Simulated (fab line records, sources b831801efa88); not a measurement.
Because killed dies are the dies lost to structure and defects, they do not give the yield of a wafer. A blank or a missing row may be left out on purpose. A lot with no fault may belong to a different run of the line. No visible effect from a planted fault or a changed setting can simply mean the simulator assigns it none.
Which tool is to blame? -- flow sky130 -- 31 wafers from 11 lots sampled at 3 of the route's 708 steps

== WHAT THE GAUGES READ, wafer by wafer ==
SKY_LI_CONTACT_THK_MEAS_01.
lot,measured,on,LI_CONTACT_HDPCVD_THK (nm)
L614,day 29 16:50,filmMetro-02,939 922 936
L616,day 30 10:05,filmMetro-01,924 936 939
L615,day 30 13:30,filmMetro-03,929 934 934
L619,day 32 00:38,filmMetro-02,950 1646
L623,day 32 08:41,filmMetro-03,1655 929
L626,day 33 05:07,filmMetro-02,934 929 943
L628,day 33 18:15,filmMetro-01,920 916 938
L630,day 34 16:25,filmMetro-02,926 930 941
L631,day 34 21:48,filmMetro-03,928 927 929
L632,day 35 07:33,filmMetro-01,934 928 937
L633,day 35 09:34,filmMetro-01,944 936 927

== WHICH TOOL RAN EACH LOT (tool, then ch and the chambers of the sampled wafers, then the start) ==
lot,SKY_SPACER_ETCHBACK_02,SKY_LI_CONTACT_HDPCVD_00
L614,"rieDiel-02 ch 0,2,3, day 24 20:29","hdpcvd-02 ch 0,1,2, day 29 16:43"
L616,"rieDiel-04 ch 0,2, day 25 14:34","hdpcvd-01 ch 0,2, day 30 09:58"
L615,"rieDiel-02 ch 0,1,2, day 25 15:46","hdpcvd-02 ch 0,1,2, day 30 13:24"
L619,"rieDiel-02 ch 0,1, day 27 05:20","hdpcvd-02 ch 0,2, day 32 00:33"
L623,"rieDiel-03 ch 0,2, day 27 16:15","hdpcvd-02 ch 0,1, day 32 08:34"
L626,"rieDiel-03 ch 2,3, day 28 13:23","hdpcvd-01 ch 0,1,2, day 33 05:01"
L628,"rieDiel-03 ch 0,2,3, day 29 02:48","hdpcvd-01 ch 0,1,2, day 33 18:08"
L630,"rieDiel-03 ch 0,1,2, day 30 02:27","hdpcvd-02 ch 1,2, day 34 16:18"
L631,"rieDiel-04 ch 0,1,3, day 30 09:44","hdpcvd-02 ch 0,1, day 34 21:42"
L632,"rieDiel-04 ch 0,1,2, day 30 17:58","hdpcvd-02 ch 0,1,2, day 35 07:26"
L633,"rieDiel-02 ch 1,2, day 30 19:12","hdpcvd-01 ch 0,1, day 35 09:24"
- SKY_SPACER_ETCHBACK_02: etches Si3N4 in CH3F/O2, stops on SiO2, time 46.7 s, target depth 45 nm.
- SKY_LI_CONTACT_HDPCVD_00: deposits PSG, target thk 930 nm, time 155 s.

== THE ANSWER, worked out from the rows above alone ==
Rule: the lots themselves supply what counts as usual. The widest of any qualifying gaps counts: lots, ordered by their means at a reading, are off when they make up no more than a third of the lots, leave a main group of 4 or more, and stand apart from it by 3 or more times the standard deviation of that group's means. The tables above print the reading to a certain number of digits; a main group whose means all agree to those digits is not used. A lot without any number at a reading at which 4 lots or more have one is off too. Where the step has rows for the other lots, those lots are counted as sound.
Off: L619, L623, at SKY_LI_CONTACT_THK_MEAS_01 (LI_CONTACT_HDPCVD_THK). The main group has a mean of 932 nm with a standard deviation of 3.3.
If a tool, at a process step before that reading, ran all the lots that are off and no sound lot after the first of them, it fits. Those tools and the gauges at SKY_LI_CONTACT_THK_MEAS_01 are tried in the same way. None of those tried fits.

== WHAT WAS PUT IN BY THE SIMULATOR ==
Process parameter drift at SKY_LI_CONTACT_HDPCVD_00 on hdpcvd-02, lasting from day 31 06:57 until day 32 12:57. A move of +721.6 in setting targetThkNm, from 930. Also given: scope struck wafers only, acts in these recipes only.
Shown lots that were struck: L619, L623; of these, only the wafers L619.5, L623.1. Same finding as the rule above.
